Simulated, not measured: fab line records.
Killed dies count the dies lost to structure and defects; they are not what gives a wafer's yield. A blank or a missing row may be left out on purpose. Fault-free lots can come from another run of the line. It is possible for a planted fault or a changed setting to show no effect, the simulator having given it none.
The same fault as seen by 2 desks / flow sky130 / what lay behind the numbers comes last; until then each desk has only its own

== AT THE METROLOGY DESK ==
Means of the sampled wafers that have a number, per lot and without regard to the tool the lot ran on: this is what the gauges read. If a lot's mean is further than 4 standard deviations from the usual mean, the lot is out of limits and carries the mark OUT (the distance appears in the brackets).
Columns: A = SD_N_OVL at SKY_SD_N_OVL_MEAS_08, usual 0.0 nm; B = RES_XHIGH_RS at SKY_SD_N_RS_MEAS_18, usual 333.5 ohm/sq
lot=L593; first seen here=day 27 08:31; A=0.0; B=332.7
lot=L599; first seen here=day 30 00:40; A=-1.1; B=336.0
lot=L600; first seen here=day 30 05:40; A=0.3; B=335.0
lot=L601; first seen here=day 30 12:43; A=228.7 (+99 or more) OUT; B=334.3
lot=L602; first seen here=day 30 20:01; A=228.3 (+99 or more) OUT; B=331.6
lot=L603; first seen here=day 31 17:34; A=227.8 (+99 or more) OUT; B=330.6
lot=L604; first seen here=day 31 18:59; A=228.1 (+99 or more) OUT; B=333.7
lot=L606; first seen here=day 31 23:01; A=-2.3; B=331.7
lot=L607; first seen here=day 32 12:07; A=-2.0; B=334.1
lot=L608; first seen here=day 33 18:40; A=3.0; B=333.1
lot=L610; first seen here=day 34 01:08; A=-0.1; B=332.9
lot=L616; first seen here=day 35 12:22; A=0.7; B=334.1
Per this desk, out of limits: L601, L602, L603, L604; the first was L601, day 30 12:43 (SD_N_OVL at SKY_SD_N_OVL_MEAS_08). In limits: L593, L599, L600, L606, L607, L608, L610, L616.

== DESK OF THE TOOL OWNER: iline_stepper-02 ==
The tool's own readings at SKY_SD_N_EXPOSE_04 (exposes mask NSDM, target cd 380 nm): means of the sampled wafers that have a number, for each lot that ran on this tool. If a lot's mean is further than 4 standard deviations from the usual mean, the lot is out of limits and carries the mark OUT (the distance appears in the brackets).
Columns: A = stage_vel_mm_s at SKY_SD_N_EXPOSE_04, usual 500.04 mm/s
lot=L599; first seen here=day 29 10:20; A=499.89
lot=L600; first seen here=day 29 14:37; A=499.81
lot=L601; first seen here=day 29 22:32; A=500.15
lot=L602; first seen here=day 30 06:46; A=499.97
lot=L603; first seen here=day 31 03:50; A=500.23
lot=L604; first seen here=day 31 05:11; A=500.43
This desk's verdict: no lot among the 6 shows anything out of limits.

== PUT TOGETHER ==
L601, L602, L603, L604 would have let the metrology desk raise an alarm at day 30 12:43.
Nothing out of limits was seen by the tool owner's desk.
On record at the tool owner's desk: L601, L602, L603, L604, within its limits.
All the named lots went through SKY_SD_N_EXPOSE_04 on iline_stepper-02.

== WHAT THE SIMULATOR HAD PUT IN ==
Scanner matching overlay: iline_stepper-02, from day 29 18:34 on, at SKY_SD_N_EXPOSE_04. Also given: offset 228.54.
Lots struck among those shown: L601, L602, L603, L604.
Hours from the fault's start to each desk's first reading out of limits: the metrology desk, 18.
